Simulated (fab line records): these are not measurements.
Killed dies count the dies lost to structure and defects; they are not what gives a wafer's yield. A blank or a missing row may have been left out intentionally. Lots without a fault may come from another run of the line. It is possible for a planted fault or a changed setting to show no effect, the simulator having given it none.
A lot that was struck, set against a sound lot -- flow sky130 -- 22 steps out of a route of 708
Sound: wafers L310.3, L310.5, L310.6. The struck wafers were L313.1, L313.3, L313.4. At the end, the cause is stated.
For every step that has rows: the tool of each side, followed by ch and its chambers, followed by its first start. Under that, the readings that differ: sound wafers -- struck wafers -- difference of the means -- sigmas: that difference in standard deviations of wafers without a fault.
alike: same words and numbers on both sides, and readings whose means sit less than 2 such deviations apart. not compared: any withheld reading, any reading some wafer has no value for, any bound like >300 that may hide the same value, and any number with overlapping values for which the record gives no deviation.
A row with sigmas, a row that says differs or no value, or rows on one side alone: a step with any of these is where the two part. Numbers that have no deviation but don't overlap get no sigmas and don't part them. A reading missing from all wafers of one side parts the sides only when that side holds two or more wafers.

first, 5 steps without rows for these wafers: SKY_VT_ADJUST_HVTR_COAT_02 (resist thk 1140 nm); SKY_VT_ADJUST_HVTR_SOFTBAKE_03 (time 60 s); SKY_VT_ADJUST_HVTR_EXPOSE_04 (exposes mask HVTRM, target cd 380 nm); SKY_VT_ADJUST_HVTR_PEB_05; SKY_VT_ADJUST_HVTR_DEVELOP_06 (develop time 60 s).
SKY_VT_ADJUST_HVTR_CD_MEAS_07 targets a cd of 380 nm.
  struck on cd sem-01, day 13 00:35; sound on cd sem-02, day 11 18:55
  alike: cd nm
SKY_VT_ADJUST_HVTR_OVL_MEAS_08:
  struck on overlay-01, day 13 00:43; sound on overlay-01, day 11 19:01
reading,sound,struck,difference,sigmas
VT_ADJUST_HVTR_OVL (nm),-1.6 -3.8 -0.2,1.7 1.6 1.1,+3.3,+3
next, for these wafers, 1 step has no rows: SKY_VT_ADJUST_HVTR_IMPLANT_09.
SKY_VT_ADJUST_HVTR_STRIP_10: strips in O2/N2.
  sound on plasma asher-01 ch 0,1, day 11 19:13; struck on plasma asher-04 ch 0,1, day 13 00:54
  alike: drypump motor current A, oes product au, strip time to endpoint s
  not compared: rf hours counter h
SKY_VT_ADJUST_HVTR_TW_MEAS_11:
  struck on film metro-02, day 13 01:00; sound on film metro-01, day 11 19:19
  alike: VT_ADJUST_HVTR_TW
then, 2 steps without rows for these wafers: SKY_VT_ADJUST_PCH_DEHYDRATE_00 (time 60 s); SKY_VT_ADJUST_PCH_HMDS_01 (prime time 60 s).
SKY_VT_ADJUST_PCH_COAT_02: resist thk 3000 nm.
  sound on litho track-03 ch 0, day 12 07:23; struck on litho track-03 ch 0, day 13 13:23
reading,sound,struck,difference,sigmas
spin speed rpm (rpm),2000.3 2000.2 2000.5,2410.0 2408.8 2410.5,+409.4,+99 or more
model.coat_of_VT_ADJUST_PCH_COAT_02.thk nm (nm),3005 3001 3000,2732 2741 2738,-265,
then, 3 steps without rows for these wafers: SKY_VT_ADJUST_PCH_SOFTBAKE_03; SKY_VT_ADJUST_PCH_EXPOSE_04 (exposes mask NWM, target cd 840 nm); SKY_VT_ADJUST_PCH_PEB_05.
SKY_VT_ADJUST_PCH_DEVELOP_06: develop time 60 s.
  sound on litho track-03 ch 0; struck on litho track-02 ch 0
reading,sound,struck,difference,sigmas
model.coat_of_VT_ADJUST_PCH_COAT_02.thk nm (nm),3001 2996 2996,2728 2737 2733,-265,
SKY_VT_ADJUST_PCH_OVL_MEAS_07:
  struck on overlay-02, day 14 01:44; sound on overlay-02, day 12 19:36
  alike: VT_ADJUST_PCH_OVL
next, for these wafers, 1 step has no rows: SKY_VT_ADJUST_PCH_IMPLANT_08.
SKY_VT_ADJUST_PCH_STRIP_09: strips in O2/N2.
  sound on plasma asher-03 ch 0,1, day 12 19:48; struck on plasma asher-02 ch 0,1, day 14 01:56
reading,sound,struck,difference,sigmas
strip time to endpoint s (s),36.98 36.93 36.91,33.86 33.97 33.93,-3.02,-25
  alike: drypump motor current A, oes product au
  not compared: rf hours counter h
SKY_VT_ADJUST_PCH_TW_MEAS_10:
  struck on film metro-01, day 14 02:02; sound on film metro-03, day 12 19:53
  alike: VT_ADJUST_PCH_TW
-- record jumps: 35 days separate the struck wafers' starts on either side; left off in module VT_ADJUST_PCH, taken up again in module PAD_OPEN, whose first shown step is the route's number 708 --
SKY_PAD_OPEN_PROBE_99:
  the record has rows for the struck wafers here (prober-02, day 48 15:24) and none for the sound ones

## WHERE THEY PART
First at SKY_VT_ADJUST_HVTR_OVL_MEAS_08; last, within this record, at SKY_PAD_OPEN_PROBE_99.

WHY: the cause the simulator had injected
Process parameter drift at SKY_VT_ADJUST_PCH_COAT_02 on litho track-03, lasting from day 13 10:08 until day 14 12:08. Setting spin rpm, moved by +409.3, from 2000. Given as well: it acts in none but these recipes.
